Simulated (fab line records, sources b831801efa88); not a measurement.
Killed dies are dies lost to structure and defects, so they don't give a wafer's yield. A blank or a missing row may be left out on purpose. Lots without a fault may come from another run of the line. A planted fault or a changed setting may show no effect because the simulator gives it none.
A struck lot beside a sound one | flow sky130 | 16 steps out of a route of 708
Sound: wafers L423.1, L423.5, L423.6. Struck: wafers L426.1, L426.4, L426.6. The cause comes at the end.
At each step with rows: each side's tool, then ch and its chambers, then its first start. Under that, the readings that differ: sound wafers | struck wafers | difference of the means | sigmas: that difference in standard deviations of wafers without a fault.
alike: readings whose means differ by less than 2 such deviations, and words and numbers that are the same on both sides. not compared: withheld readings, readings that some wafer has no value for, bounds like >300 that may hide the same value, and numbers for which the record gives no deviation and whose values overlap.
The two part at a step that has a row with sigmas, a row that says differs or no value, or rows on one side only. Numbers that don't overlap but have no deviation are shown without sigmas and don't part them. A reading that every wafer of one side lacks parts them only if that side has two wafers or more.

SKY_CAPM_THK_MEAS_01:
  sound on film_metro-01, day 38 04:37; struck on film_metro-04, day 38 06:13
  alike: CAPM_CVD_00_THK
SKY_CAPM_SPUTTER_02: material TiN, target thk 200 nm, time 172.9 s.
  sound on pvd_sputter-01, day 38 04:41; struck on pvd_sputter-03, day 38 06:16
  alike: throttle_valve_pct
SKY_CAPM_RS_MEAS_03: measures by four-point-probe.
  sound on film_metro-02, day 38 04:47; struck on film_metro-01, day 38 06:23
  alike: CAPM_TIN_RS
SKY_CAPM_THK_MEAS_04: measures by xrf.
  sound on film_metro-02, day 38 04:54; struck on film_metro-01, day 38 06:30
  alike: CAPM_TIN_THK
then, 7 steps without rows for these wafers: SKY_CAPM_DEHYDRATE_05 (time 60 s); SKY_CAPM_HMDS_06 (prime time 60 s); SKY_CAPM_COAT_07 (resist thk 1140 nm); SKY_CAPM_SOFTBAKE_08 (time 60 s); SKY_CAPM_EXPOSE_09 (exposes mask CAPM, target cd 1000 nm); SKY_CAPM_PEB_10; SKY_CAPM_DEVELOP_11 (develop time 60 s).
SKY_CAPM_OVL_MEAS_12:
  sound on overlay-02, day 39 05:07; struck on overlay-01, day 39 07:07
  alike: CAPM_OVL
SKY_CAPM_METAL_ETCH_13: etches TiN in Cl2/BCl3, stops on SiO2, target depth 220 nm, time 62.9 s.
  sound on rie_metal-02 ch 0,1, day 39 05:09; struck on rie_metal-01 ch 0, day 39 07:10
  no value came back on the struck wafers for any of 7 readings (bcl3_flow_sccm (sccm), bias_w (W) and others); on the sound wafers bcl3_flow_sccm (sccm) reads 30.05 30.01 29.99
  reading                                   | sound           | struck         | difference | sigmas
  model.NOVOLAK_of_CAPM_COAT_07.thk_nm (nm) | 997 995.4 991.9 | 1140 1143 1144 | +148       |
  not compared: rf_hours_counter_h
SKY_CAPM_STRIP_14: strips in O2/N2.
  sound on plasma_asher-04 ch 0,1, day 39 05:14; struck on plasma_asher-01 ch 0,1, day 39 07:14
  reading                      | sound             | struck            | difference | sigmas
  strip_time_to_endpoint_s (s) | 12.70 12.68 12.64 | 14.17 14.22 14.22 | +1.53      | +26
  alike: drypump_motor_current_A, oes_product_au
  not compared: rf_hours_counter_h
then, 1 step without rows for these wafers: SKY_CAPM_STRIP_15 (strips in post etch residue remover, time 1200 s).
-- the record jumps here: 8 days lie between the struck wafers' starts before and after (it left off in module CAPM and takes up again in module PAD_OPEN, whose first step shown is number 708 of the route) --
SKY_PAD_OPEN_PROBE_99:
  sound on prober-02, day 47 07:02; struck on prober-01, day 47 12:34
  reading                  | sound          | struck         | difference | sigmas
  defect_limited_yield (%) | 82.9 85.4 82.9 | 0 0 0          | -84        | -47
  killed_at_other          | 0 0 0          | 413 402 413    | +409       | +99 or more
  killed_dies              | 84 72 84       | 492 492 492    | +412       | +46
  killed_on_rim            | 15 14 20       | 96 96 96       | +80        | +20
  sort_bin_5_function (%)  | 11.2 8.3 9.1   | 93.1 92.9 92.1 | +83.2      | +55
  sort_n_pass              | 408 420 408    | 0 0 0          | -412       | -46
  sort_yield_pct (%)       | 82.9 85.4 82.9 | 0 0 0          | -84        | -47
  alike: killed_at_M0_to_M3, killed_at_M4_up, killed_at_contacts, killed_at_front_end, killed_open, killed_short, sort_bin_3_pad_short, sort_bin_6_memory

WHERE THEY PART
First at SKY_CAPM_METAL_ETCH_13; last, within this record, at SKY_PAD_OPEN_PROBE_99.

WHY: what the simulator had put in
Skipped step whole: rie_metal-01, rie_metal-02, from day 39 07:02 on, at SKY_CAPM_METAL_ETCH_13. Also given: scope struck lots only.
